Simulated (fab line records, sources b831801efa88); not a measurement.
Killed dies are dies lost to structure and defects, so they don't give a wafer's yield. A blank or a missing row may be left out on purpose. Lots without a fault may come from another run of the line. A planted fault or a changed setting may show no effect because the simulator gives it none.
One fault seen from 2 desks | flow sky130 | each desk has only its own numbers; what lay behind them comes last

THE TOOL OWNER'S DESK: iline_stepper-01
The tool's own readings at SKY_VT_ADJUST_LVTN_EXPOSE_15 (exposes mask HVN STD DERIVED, target cd 600 nm): means of the sampled wafers that have a number, for each lot that ran on this tool. A lot is out of limits, marked OUT, if its mean lies more than 4 standard deviations from the usual mean; the brackets give that distance.
Columns: A = exposure_dose_mJ_cm2 at SKY_VT_ADJUST_LVTN_EXPOSE_15, usual 162.98; B = focus_offset_nm at SKY_VT_ADJUST_LVTN_EXPOSE_15, usual -0.1 nm
lot  | first seen here | A      | B
L618 | day 8 06:07     | 162.88 | -0.2
L619 | day 8 11:27     | 162.99 | 0.3
L622 | day 9 07:36     | 163.04 | -0.5
L633 | day 12 16:56    | 163.15 | 0.0
L635 | day 13 00:32    | 163.21 | 0.3
L636 | day 13 09:14    | 162.95 | 0.6
L637 | day 13 12:02    | 162.83 | 0.1
L638 | day 13 20:23    | 162.80 | -0.1
This desk's finding: nothing out of limits on any of the 8 lots.

THE METROLOGY DESK
What the gauges read, lot by lot, whatever tool the lot ran on: means of the sampled wafers that have a number. A lot is out of limits, marked OUT, if its mean lies more than 4 standard deviations from the usual mean; the brackets give that distance.
Columns: A = GATE_OXIDE_TW at SKY_GATE_OXIDE_TW_MEAS_14, usual 222.6; B = CONTACT_BOW at SKY_CONTACT_BOW_MEAS_05, usual 81 um
lot  | first seen here | A     | B
L617 | day 14 12:37    | 224.5 | 85
L618 | day 14 22:11    | 220.1 | 81
L619 | day 15 09:09    | 219.5 | 75
L621 | day 16 03:04    | 219.6 | 81
L622 | day 16 11:29    | 224.6 | 85
L624 | day 16 19:29    | 224.6 | 79
L625 | day 17 07:53    | 220.3 | 85
L631 | day 19 18:47    | 220.0 | 81
L633 | day 20 18:20    | 222.7 | 79
L634 | day 20 19:27    | 223.1 | 82
L635 | day 21 04:29    | 223.0 | 84
L636 | day 21 10:52    | 222.6 | 78
L637 | day 21 14:47    | 221.1 | 72
L638 | day 21 20:56    | 219.8 | 76
This desk's finding: nothing out of limits on any of the 14 lots.

PUT TOGETHER
The tool owner's desk saw nothing out of limits.
The metrology desk saw nothing out of limits.

WHAT THE SIMULATOR HAD PUT IN
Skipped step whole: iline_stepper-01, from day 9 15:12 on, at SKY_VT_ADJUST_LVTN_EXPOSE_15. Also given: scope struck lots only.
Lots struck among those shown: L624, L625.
